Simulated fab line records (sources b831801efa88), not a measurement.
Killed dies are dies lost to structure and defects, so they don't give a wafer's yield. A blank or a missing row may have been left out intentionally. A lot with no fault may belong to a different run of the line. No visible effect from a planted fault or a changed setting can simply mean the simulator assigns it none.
Which tool is to blame? || flow sky130 || 12 lots with 36 wafers sampled at 5 steps, on a route of 708 steps

## WHAT THE GAUGES SHOWED, per wafer
Not one reading of a measure or inspect step in the record can be checked against a usual standard deviation.

## TOOL THAT RAN EACH LOT (tool first, then ch and the chambers of the sampled wafers, then the start)
{"lot": "L422", "SKY_METAL3_SPUTTER_00": "pvd-sputter-04, day 37 17:42", "SKY_CAPM_SPUTTER_02": "pvd-sputter-02, day 37 17:56", "SKY_VIA3_CMP_02": "cmp-02 ch 0,2,3, day 39 22:04", "SKY_VIA3_EXPOSE_09": "krf-scanner-01 ch 0, day 40 09:55", "SKY_PAD_OPEN_PROBE_99": "-"}
{"lot": "L423", "SKY_METAL3_SPUTTER_00": "pvd-sputter-02, day 37 23:51", "SKY_CAPM_SPUTTER_02": "pvd-sputter-03, day 38 00:10", "SKY_VIA3_CMP_02": "cmp-01 ch 1,2,3, day 40 03:43", "SKY_VIA3_EXPOSE_09": "krf-scanner-01 ch 0, day 40 15:46", "SKY_PAD_OPEN_PROBE_99": "-"}
{"lot": "L424", "SKY_METAL3_SPUTTER_00": "pvd-sputter-01, day 38 00:29", "SKY_CAPM_SPUTTER_02": "pvd-sputter-03, day 38 00:44", "SKY_VIA3_CMP_02": "cmp-01 ch 0,2,3, day 40 04:12", "SKY_VIA3_EXPOSE_09": "krf-scanner-01 ch 0, day 40 16:37", "SKY_PAD_OPEN_PROBE_99": "-"}
{"lot": "L425", "SKY_METAL3_SPUTTER_00": "pvd-sputter-04, day 38 08:58", "SKY_CAPM_SPUTTER_02": "pvd-sputter-01, day 38 09:11", "SKY_VIA3_CMP_02": "cmp-02 ch 0,1,3, day 40 12:04", "SKY_VIA3_EXPOSE_09": "krf-scanner-02 ch 0, day 41 01:56", "SKY_PAD_OPEN_PROBE_99": "-"}
{"lot": "L428", "SKY_METAL3_SPUTTER_00": "pvd-sputter-04, day 39 04:46", "SKY_CAPM_SPUTTER_02": "pvd-sputter-02, day 39 05:01", "SKY_VIA3_CMP_02": "cmp-02 ch 0,1,3, day 41 09:55", "SKY_VIA3_EXPOSE_09": "krf-scanner-02 ch 0, day 41 23:04", "SKY_PAD_OPEN_PROBE_99": "-"}
{"lot": "L430", "SKY_METAL3_SPUTTER_00": "pvd-sputter-04, day 39 14:05", "SKY_CAPM_SPUTTER_02": "pvd-sputter-03, day 39 14:19", "SKY_VIA3_CMP_02": "cmp-01 ch 0,2,3, day 41 17:28", "SKY_VIA3_EXPOSE_09": "krf-scanner-01 ch 0, day 42 06:26", "SKY_PAD_OPEN_PROBE_99": "-"}
{"lot": "L431", "SKY_METAL3_SPUTTER_00": "pvd-sputter-04, day 40 01:05", "SKY_CAPM_SPUTTER_02": "pvd-sputter-02, day 40 01:19", "SKY_VIA3_CMP_02": "cmp-02 ch 0,2,3, day 42 03:52", "SKY_VIA3_EXPOSE_09": "krf-scanner-01 ch 0, day 42 15:11", "SKY_PAD_OPEN_PROBE_99": "-"}
{"lot": "L435", "SKY_METAL3_SPUTTER_00": "pvd-sputter-01, day 41 01:26", "SKY_CAPM_SPUTTER_02": "pvd-sputter-02, day 41 01:40", "SKY_VIA3_CMP_02": "cmp-01 ch 1,2, day 43 01:58", "SKY_VIA3_EXPOSE_09": "krf-scanner-01 ch 0, day 43 13:11", "SKY_PAD_OPEN_PROBE_99": "-"}
{"lot": "L436", "SKY_METAL3_SPUTTER_00": "pvd-sputter-01, day 41 02:40", "SKY_CAPM_SPUTTER_02": "pvd-sputter-03, day 41 02:54", "SKY_VIA3_CMP_02": "cmp-01 ch 0,2, day 43 04:18", "SKY_VIA3_EXPOSE_09": "krf-scanner-02 ch 0, day 43 15:26", "SKY_PAD_OPEN_PROBE_99": "prober-02, day 49 15:46"}
{"lot": "L437", "SKY_METAL3_SPUTTER_00": "pvd-sputter-02, day 41 07:53", "SKY_CAPM_SPUTTER_02": "pvd-sputter-03, day 41 08:08", "SKY_VIA3_CMP_02": "cmp-02 ch 1,3, day 43 09:34", "SKY_VIA3_EXPOSE_09": "krf-scanner-02 ch 0, day 43 21:51", "SKY_PAD_OPEN_PROBE_99": "-"}
{"lot": "L438", "SKY_METAL3_SPUTTER_00": "pvd-sputter-04, day 41 13:11", "SKY_CAPM_SPUTTER_02": "pvd-sputter-02, day 41 13:26", "SKY_VIA3_CMP_02": "cmp-01 ch 0,2, day 43 14:20", "SKY_VIA3_EXPOSE_09": "krf-scanner-01 ch 0, day 44 03:59", "SKY_PAD_OPEN_PROBE_99": "-"}
{"lot": "L444", "SKY_METAL3_SPUTTER_00": "pvd-sputter-01, day 43 03:53", "SKY_CAPM_SPUTTER_02": "pvd-sputter-03, day 43 04:07", "SKY_VIA3_CMP_02": "cmp-01 ch 0,1,2, day 45 04:07", "SKY_VIA3_EXPOSE_09": "krf-scanner-02 ch 0, day 45 14:19", "SKY_PAD_OPEN_PROBE_99": "-"}
- SKY_METAL3_SPUTTER_00: material Ti, target thk 15 nm, time 10 s.
- SKY_CAPM_SPUTTER_02: material TiN, target thk 200 nm, time 174 s.
- SKY_VIA3_CMP_02: polishes SiO2.
- SKY_VIA3_EXPOSE_09: exposes mask VIM3, target cd 200 nm.
- SKY_PAD_OPEN_PROBE_99

## WHAT THE TOOLS THEMSELVES READ (means of the sampled wafers that have a number; where no wafer has one, the mark that the record gives instead)
SKY_METAL3_SPUTTER_00. Usual: throttle-valve-pct at 30.0 %, with a standard deviation of 0.86.
{"lot": "L422", "tool": "pvd-sputter-04", "throttle-valve-pct (%)": 30.2, "flag": ""}
{"lot": "L423", "tool": "pvd-sputter-02", "throttle-valve-pct (%)": 30.7, "flag": ""}
{"lot": "L424", "tool": "pvd-sputter-01", "throttle-valve-pct (%)": 29.5, "flag": ""}
{"lot": "L425", "tool": "pvd-sputter-04", "throttle-valve-pct (%)": 30.2, "flag": ""}
{"lot": "L428", "tool": "pvd-sputter-04", "throttle-valve-pct (%)": 30.0, "flag": ""}
{"lot": "L430", "tool": "pvd-sputter-04", "throttle-valve-pct (%)": 29.7, "flag": ""}
{"lot": "L431", "tool": "pvd-sputter-04", "throttle-valve-pct (%)": 30.1, "flag": ""}
{"lot": "L435", "tool": "pvd-sputter-01", "throttle-valve-pct (%)": 29.1, "flag": ""}
{"lot": "L436", "tool": "pvd-sputter-01", "throttle-valve-pct (%)": 30.3, "flag": ""}
{"lot": "L437", "tool": "pvd-sputter-02", "throttle-valve-pct (%)": 30.1, "flag": ""}
{"lot": "L438", "tool": "pvd-sputter-04", "throttle-valve-pct (%)": 30.1, "flag": ""}
{"lot": "L444", "tool": "pvd-sputter-01", "throttle-valve-pct (%)": 30.4, "flag": ""}

SKY_CAPM_SPUTTER_02. Usual: throttle-valve-pct at 30.4 %, with a standard deviation of 1.1.
{"lot": "L422", "tool": "pvd-sputter-02", "throttle-valve-pct (%)": 30.1, "flag": ""}
{"lot": "L423", "tool": "pvd-sputter-03", "throttle-valve-pct (%)": 30.2, "flag": ""}
{"lot": "L424", "tool": "pvd-sputter-03", "throttle-valve-pct (%)": 30.3, "flag": ""}
{"lot": "L425", "tool": "pvd-sputter-01", "throttle-valve-pct (%)": 29.6, "flag": ""}
{"lot": "L428", "tool": "pvd-sputter-02", "throttle-valve-pct (%)": 30.5, "flag": ""}
{"lot": "L430", "tool": "pvd-sputter-03", "throttle-valve-pct (%)": 30.0, "flag": ""}
{"lot": "L431", "tool": "pvd-sputter-02", "throttle-valve-pct (%)": 29.6, "flag": ""}
{"lot": "L435", "tool": "pvd-sputter-02", "throttle-valve-pct (%)": 30.3, "flag": ""}
{"lot": "L436", "tool": "pvd-sputter-03", "throttle-valve-pct (%)": 30.7, "flag": ""}
{"lot": "L437", "tool": "pvd-sputter-03", "throttle-valve-pct (%)": 30.0, "flag": ""}
{"lot": "L438", "tool": "pvd-sputter-02", "throttle-valve-pct (%)": 29.9, "flag": ""}
{"lot": "L444", "tool": "pvd-sputter-03", "throttle-valve-pct (%)": 30.6, "flag": ""}

SKY_VIA3_CMP_02. Usual: motor-current-A at 12.1 A, with a standard deviation of 0.9.
{"lot": "L422", "tool": "cmp-02", "motor-current-A (A)": 11.3, "flag": ""}
{"lot": "L423", "tool": "cmp-01", "motor-current-A (A)": 12.6, "flag": ""}
{"lot": "L424", "tool": "cmp-01", "motor-current-A (A)": 12.4, "flag": ""}
{"lot": "L425", "tool": "cmp-02", "motor-current-A (A)": 11.6, "flag": ""}
{"lot": "L428", "tool": "cmp-02", "motor-current-A (A)": 11.6, "flag": ""}
{"lot": "L430", "tool": "cmp-01", "motor-current-A (A)": 12.3, "flag": ""}
{"lot": "L431", "tool": "cmp-02", "motor-current-A (A)": 11.3, "flag": ""}
{"lot": "L435", "tool": "cmp-01", "motor-current-A (A)": 12.2, "flag": ""}
{"lot": "L436", "tool": "cmp-01", "motor-current-A (A)": 12.2, "flag": ""}
{"lot": "L437", "tool": "cmp-02", "motor-current-A (A)": 12.7, "flag": ""}
{"lot": "L438", "tool": "cmp-01", "motor-current-A (A)": 11.9, "flag": ""}
{"lot": "L444", "tool": "cmp-01", "motor-current-A (A)": 12.3, "flag": ""}

SKY_VIA3_EXPOSE_09. Usual: exposure-dose-mJ-cm2 37.98, standard deviation 0.039; reticle-temp-C 23.01 C, standard deviation 0.11.
{"lot": "L422", "tool": "krf-scanner-01", "exposure-dose-mJ-cm2": 37.99, "reticle-temp-C (C)": 23.01, "flag": ""}
{"lot": "L423", "tool": "krf-scanner-01", "exposure-dose-mJ-cm2": 37.97, "reticle-temp-C (C)": 23.06, "flag": ""}
{"lot": "L424", "tool": "krf-scanner-01", "exposure-dose-mJ-cm2": 37.93, "reticle-temp-C (C)": 23.04, "flag": ""}
{"lot": "L425", "tool": "krf-scanner-02", "exposure-dose-mJ-cm2": 37.99, "reticle-temp-C (C)": 23.08, "flag": ""}
{"lot": "L428", "tool": "krf-scanner-02", "exposure-dose-mJ-cm2": 37.99, "reticle-temp-C (C)": 22.97, "flag": ""}
{"lot": "L430", "tool": "krf-scanner-01", "exposure-dose-mJ-cm2": 37.98, "reticle-temp-C (C)": 22.82, "flag": ""}
{"lot": "L431", "tool": "krf-scanner-01", "exposure-dose-mJ-cm2": 37.97, "reticle-temp-C (C)": 22.97, "flag": ""}
{"lot": "L435", "tool": "krf-scanner-01", "exposure-dose-mJ-cm2": 37.39, "reticle-temp-C (C)": 22.96, "flag": "OFF"}
{"lot": "L436", "tool": "krf-scanner-02", "exposure-dose-mJ-cm2": 37.97, "reticle-temp-C (C)": 23.04, "flag": ""}
{"lot": "L437", "tool": "krf-scanner-02", "exposure-dose-mJ-cm2": 38.01, "reticle-temp-C (C)": 23.03, "flag": ""}
{"lot": "L438", "tool": "krf-scanner-01", "exposure-dose-mJ-cm2": 37.44, "reticle-temp-C (C)": 22.95, "flag": "OFF"}
{"lot": "L444", "tool": "krf-scanner-02", "exposure-dose-mJ-cm2": 37.97, "reticle-temp-C (C)": 22.97, "flag": ""}

SKY_PAD_OPEN_PROBE_99. Usual: defect-limited-yield 82.1 %, standard deviation 1.9; killed_at_M0_to_M3 44, standard deviation 6.6; killed_at_M4_up 3.0, standard deviation 1.9; killed-at-contacts 24, standard deviation 5.1; killed-at-front-end 16, standard deviation 4.6; killed-at-other 0.3, standard deviation 0.59; killed-dies 88, standard deviation 9.5; killed-open 48, standard deviation 6.7; killed-short 40, standard deviation 6.1; sort_bin_3_pad_short 0.9 %, standard deviation 0.43; sort_bin_5_function 10.7 %, standard deviation 1.6; sort_bin_6_memory 6.3 %, standard deviation 1.1; sort-n-pass 404, standard deviation 9.5; sort-yield-pct 82.1 %, standard deviation 1.9.
{"lot": "L436", "tool": "prober-02", "defect-limited-yield (%)": 83.1, "killed_at_M0_to_M3": 44, "killed_at_M4_up": 4.3, "killed-at-contacts": 18, "killed-at-front-end": 17, "killed-at-other": 0.3, "killed-dies": 83, "killed-open": 43, "killed-short": 40, "sort_bin_3_pad_short (%)": 1.1, "sort_bin_5_function (%)": 9.5, "sort_bin_6_memory (%)": 6.3, "sort-n-pass": 409, "sort-yield-pct (%)": 83.1, "flag": ""}

## THE ANSWER, worked out from the rows above alone
Rule: take the mean of a lot's wafers that have a number; if it is more than 3 standard deviations from the usual mean, the lot is off. A lot without any number at a reading at which 4 lots or more have one is off too. Any other lot the step has rows for is counted as sound. First the gauges in route order, then the tools' own readings, where a lot's mean is used as printed above. The first step at which some lot is off is used, and at that step the reading that is off furthest; a lot without a number counts as furthest.
Off at SKY_VIA3_EXPOSE_09 (exposure-dose-mJ-cm2): L435, L438.
A tool fits if, at that step or a process step before it, it ran every lot that is off, and no sound lot after the first of them. This does not decide it: 2 tools fit, namely pvd-sputter-02 at SKY_CAPM_SPUTTER_02 and krf-scanner-01 at SKY_VIA3_EXPOSE_09.

## WHAT HAD BEEN PUT IN BY THE SIMULATOR
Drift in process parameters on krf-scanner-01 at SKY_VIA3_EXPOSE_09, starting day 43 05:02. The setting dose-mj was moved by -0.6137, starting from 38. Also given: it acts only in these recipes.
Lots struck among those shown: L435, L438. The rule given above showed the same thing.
